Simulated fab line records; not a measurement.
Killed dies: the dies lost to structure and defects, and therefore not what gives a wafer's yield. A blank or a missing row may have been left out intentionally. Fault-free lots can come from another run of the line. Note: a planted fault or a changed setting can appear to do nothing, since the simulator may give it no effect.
A lot that was struck, set against a sound lot :: flow sky130 :: 16 out of 708 route steps
Sound: wafers L776.2, L776.3, L776.5. Struck: wafers L782.2, L782.4, L782.6. At the end, the cause is stated.
For every step that has rows: the tool of each side, followed by ch and its chambers, followed by its first start. Under that, the readings that differ: sound wafers :: struck wafers :: difference of the means :: sigmas: that difference in standard deviations of wafers without a fault.
alike: words and numbers the same on both sides, and readings whose means are apart by under 2 such deviations; not compared: readings that were withheld, readings missing a value for some wafer, numbers with overlapping values and no deviation given by the record, and bounds like >300 which may hide the same value.
A row with sigmas, a row that says differs or no value, or rows on one side alone: a step with any of these is where the two part. Numbers that have no deviation but don't overlap get no sigmas and don't part them. A reading missing from all wafers of one side parts the sides only when that side holds two or more wafers.

SKY_LI_CONTACT_BOW_MEAS_03:
  struck on filmMetro-03, day 30 13:50; sound on filmMetro-04, day 28 01:19
  alike: LI_CONTACT_BOW
then, 8 steps without rows for these wafers: SKY_LI_CONTACT_DEHYDRATE_04 (time 60 s); SKY_LI_CONTACT_HMDS_05 (prime time 60 s); SKY_LI_CONTACT_COAT_06 (resist thk 60 nm); SKY_LI_CONTACT_COAT_07 (resist thk 450 nm); SKY_LI_CONTACT_SOFTBAKE_08 (time 90 s); SKY_LI_CONTACT_EXPOSE_09 (exposes mask LICM1, target cd 170 nm); SKY_LI_CONTACT_PEB_10; SKY_LI_CONTACT_DEVELOP_11 (develop time 60 s).
SKY_LI_CONTACT_CD_MEAS_12: the cd target is 170 nm.
  struck on cdSem-02, day 31 14:05; sound on cdSem-01, day 29 06:03
  alike: cdNm
SKY_LI_CONTACT_OVL_MEAS_13:
  struck on overlay-02, day 31 14:11; sound on overlay-01, day 29 06:10
  alike: LI_CONTACT_OVL
SKY_LI_CONTACT_ETCH_14: etches BARC in N2/H2, stops on SiO2, time 45.9 s, target depth 60 nm.
  sound on rieDiel-01 ch 0,1,2, day 29 06:11; struck on rieDiel-04 ch 0,1, day 31 14:13
reading: biasW (W)
sound: 100.10 100.32 100.33
struck: 99.76 99.55 99.57
difference: -0.62
sigmas: -2
  alike: chamberPressureMTorr, drypumpMotorCurrentA, oesProductAu, throttleValvePct
  not compared: rfHoursCounterH
SKY_LI_CONTACT_ETCH_15: etches PSG in C4F8/O2/Ar, stops on Si, target depth 600 nm.
  sound on rieDiel-01 ch 0,1,2, day 29 06:14; struck on rieDiel-04 ch 0,1, day 31 14:16
  no value came back on the struck wafers for biasW (W), chamberPressureMTorr (mTorr), oesProductAu (a.u.); on the sound wafers biasW (W) reads 1200 1199 1201
reading: model.KrF-thick_of_LI_CONTACT_COAT_07.thkNm (nm)
sound: 226.3 235.8 232.2
struck: 393.6 392.8 392.6
difference: +161.6
sigmas: 
SKY_LI_CONTACT_STRIP_16: strips in O2/N2.
  sound on plasmaAsher-01 ch 0,1, day 29 06:19; struck on plasmaAsher-03 ch 0,1, day 31 14:21
reading: oesProductAu (a.u.)
sound: 0.383 0.378 0.375
struck: 0.448 0.452 0.442
difference: +0.069
sigmas: +15

reading: stripTimeToEndpointS (s)
sound: 3.43 3.54 3.50
struck: 5.22 5.19 5.20
difference: +1.71
sigmas: +39
  alike: drypumpMotorCurrentA
  not compared: rfHoursCounterH
then, 1 step without rows for these wafers: SKY_LI_CONTACT_CLEAN_17 (cleans in NMP, time 600 s).
-- the record jumps here: 16 days lie between the struck wafers' starts before and after (it left off in module LI_CONTACT and takes up again in module PAD_OPEN, whose first step shown is number 708 of the route) --
SKY_PAD_OPEN_PROBE_99:
  struck on prober-01, day 47 12:14; sound on prober-02, day 46 01:16
reading: hold
sound: - - -
struck: awaitDispo/1.9h/scrap awaitDispo/1.9h/scrap
difference: no value on the sound wafers
sigmas: 

reading: killedAtContacts
sound: 30 17 25
struck: 414 433
difference: +400
sigmas: +77

reading: killedAtOther
sound: 0 0 0
struck: 2 0
difference: +1
sigmas: +2

reading: killedDies
sound: 94 93 74
struck: 492 492
difference: +405
sigmas: +43

reading: killedOnRim
sound: 23 18 14
struck: 96 96
difference: +78
sigmas: +21
  alike: killed_at_M0_to_M3, killed_at_M4_up, killedAtFrontEnd, killedOpen, killedShort

WHERE THEY PART
First at SKY_LI_CONTACT_ETCH_14; last, within this record, at SKY_PAD_OPEN_PROBE_99.

WHY: what the simulator had put in
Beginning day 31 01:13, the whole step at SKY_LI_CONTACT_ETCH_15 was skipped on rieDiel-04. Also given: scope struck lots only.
